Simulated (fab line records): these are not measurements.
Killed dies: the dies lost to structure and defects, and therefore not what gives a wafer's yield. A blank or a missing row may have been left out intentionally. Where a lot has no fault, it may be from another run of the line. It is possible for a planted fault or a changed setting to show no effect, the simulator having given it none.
A lot that was struck, set against a sound lot :: flow gf180mcu :: 13 out of 602 route steps
Sound: the wafers L623.1, L623.3, L623.4. Struck: wafers L640.3, L640.5, L640.6. Last of all comes the cause.
At each step with rows: each side's tool, then ch and its chambers, then its first start. Under that, the readings that differ: sound wafers :: struck wafers :: difference of the means :: sigmas: that difference in standard deviations of wafers without a fault.
alike: readings whose means differ by less than 2 such deviations, and words and numbers that are the same on both sides. not compared: withheld readings, readings that some wafer has no value for, bounds like >300 that may hide the same value, and numbers for which the record gives no deviation and whose values overlap.
A row with sigmas, a row that says differs or no value, or rows on one side alone: a step with any of these is where the two part. When numbers do not overlap yet have no deviation, they are printed without sigmas and do not part them. Lack of a reading on every wafer of one side parts them only where that side has two or more wafers.

GF_HV_LDD_CD_MEAS_46: target cd 400 nm.
  sound on cdSem-01, day 12 18:07; struck on cdSem-01, day 18 13:05
reading: cdNm (nm)
sound: 390.4 389.4 389.0
struck: 398.2 400.5 398.0
difference: +9.3
sigmas: +3
GF_HV_LDD_OVL_MEAS_47:
  sound on overlay-02, day 12 18:14; struck on overlay-01, day 18 13:10
  alike: HV_LDD_03_OVL
then, 1 step without rows for these wafers: GF_HV_LDD_IMPLANT_48.
GF_HV_LDD_STRIP_49: strips in O2/N2.
  sound on plasmaAsher-04 ch 0,1, day 12 18:26; struck on plasmaAsher-01 ch 0,1, day 18 13:23
  alike: drypumpMotorCurrentA, heaterPowerW, o2FlowSccm, oesProductAu, stripTimeToEndpointS
  not compared: rfHoursCounterH
GF_HV_LDD_TW_MEAS_50:
  sound on filmMetro-02, day 12 18:32; struck on filmMetro-04, day 18 13:28
reading: HV_LDD_4_TW
sound: 584 582 582
struck: 567 568 567
difference: -15
sigmas: -2
then, 1 step without rows for these wafers: GF_HV_LDD_CLEAN_51 (cleans in SC1/SC2, time 150 s).
GF_HV_LDD_RTA_52: time 10 s.
  sound on rtpAnneal-02 ch 0, day 12 18:38; struck on rtpAnneal-01 ch 0, day 18 13:35
reading: lampPowerPct (%)
sound: 31.2 31.3 31.3
struck: 33.2 33.1 33.1
difference: +1.9
sigmas: +2
  alike: wafer_temp_C_max
then, 1 step without rows for these wafers: GF_HV_LDD_CVD_54 (deposits SiO2 from TEOS, target thk 10 nm, time 75 s).
GF_HV_LDD_THK_MEAS_55:
  sound on filmMetro-01, day 12 19:51; struck on filmMetro-01, day 18 14:47
  alike: HV_LDD_CVD_54_THK
then, 1 step without rows for these wafers: GF_HV_LDD_CVD_56 (deposits Si3N4 from DCS/NH3, target thk 90 nm, time 1543 s).
GF_HV_LDD_THK_MEAS_57:
  sound on filmMetro-02, day 12 21:20; struck on filmMetro-02, day 18 17:25
reading: HV_LDD_CVD_56_THK (nm)
sound: 89.2 89.7 87.5
struck: 91.2 91.0 90.6
difference: +2.1
sigmas: +3
GF_HV_LDD_ETCHBACK_58: etches Si3N4 in CH3F/O2, stops on SiO2, time 100 s, target depth 90 nm.
  sound on rieDiel-03 ch 1,2,3, day 12 21:23; struck on rieDiel-03 ch 0,2,3, day 18 17:28
  no value came back on the struck wafers for any of 6 readings (O2_flow_sccm (sccm), biasW (W) and others); on the sound wafers O2_flow_sccm (sccm) reads 30.01 30.06 30.06
reading: model.Si3N4_of_HV_LDD_CVD_56.thkNm (nm)
sound: 0 0 0
struck: 91.22 90.91 90.55
difference: +90.89
sigmas: 

reading: model.SiO2_of_HV_LDD_CVD_54.thkNm (nm)
sound: 7.635 7.557 7.63
struck: 10.01 9.997 10
difference: +2.39
sigmas: 
-- here the record skips 15 days between the struck wafers' starts before and after, leaving off in module HV_LDD and picking up in module PASSIVATION (first step shown: number 602 of the route) --
GF_PASSIVATION_PROBE_99:
  the record has rows for the struck wafers here (prober-01, day 34 00:30) and none for the sound ones

## WHERE THEY PART
Earliest at GF_HV_LDD_CD_MEAS_46; latest, in this record, at GF_PASSIVATION_PROBE_99.

WHY: what had been put in by the simulator
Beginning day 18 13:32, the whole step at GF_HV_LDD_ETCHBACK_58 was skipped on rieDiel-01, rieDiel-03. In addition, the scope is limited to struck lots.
